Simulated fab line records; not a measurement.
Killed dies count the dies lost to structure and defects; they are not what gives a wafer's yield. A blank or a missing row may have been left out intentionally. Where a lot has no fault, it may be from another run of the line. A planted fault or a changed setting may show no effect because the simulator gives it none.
Matching of chambers :: flow sfq-line :: SFQ_TRILAYER_I1_VIA_BARC_OPEN_VIA_ETCH_071 on rie-diel-04: 4 sister chambers
The step etches BARC in O2, target depth 125 nm, time 41.7 s. 4 wafers are shown with their chamber, then 7 later ones without.

## WAFERS WITH THEIR CHAMBER
wafer: L970.6
chamber: 1
drypump-motor-current-A (A): 5.6

wafer: L974.5
chamber: 3
drypump-motor-current-A (A): 5.0

wafer: L982.1
chamber: 2
drypump-motor-current-A (A): 4.6

wafer: L982.5
chamber: 0
drypump-motor-current-A (A): 6.6

## WAFERS WITHOUT THEIR CHAMBER
wafer: L982.6
drypump-motor-current-A (A): 4.9

wafer: L984.2
drypump-motor-current-A (A): 4.7

wafer: L984.4
drypump-motor-current-A (A): 5.0

wafer: L984.6
drypump-motor-current-A (A): 6.6

wafer: L987.1
drypump-motor-current-A (A): 4.9

wafer: L987.3
drypump-motor-current-A (A): 6.6

wafer: L987.6
drypump-motor-current-A (A): 6.6

## THE CHAMBER EACH PASSED THROUGH
wafer: L982.6
from the rows above: 3
in truth: 3

wafer: L984.2
from the rows above: 2
in truth: 2

wafer: L984.4
from the rows above: 3
in truth: 3

wafer: L984.6
from the rows above: 0
in truth: 0

wafer: L987.1
from the rows above: 3
in truth: 3

wafer: L987.3
from the rows above: 0
in truth: 0

wafer: L987.6
from the rows above: 0
in truth: 0
Placed correctly: 7 of 7. Number that these rows cannot place: 0. Placed wrongly: 0.
How it was worked out, from the rows above alone: a wafer's distance from a chamber is the root of the sum, over the readings, of the square of ((its reading less the chamber's mean) divided by the reading's scatter). The wafer belongs to the nearest chamber; if the next one is less than 2 further off, it can't be placed. A chamber's mean is the mean of its shown wafers. The scatter (one wafer shown for each chamber): square how far every hidden wafer sits from the nearest shown wafer, average those squares and take the square root.
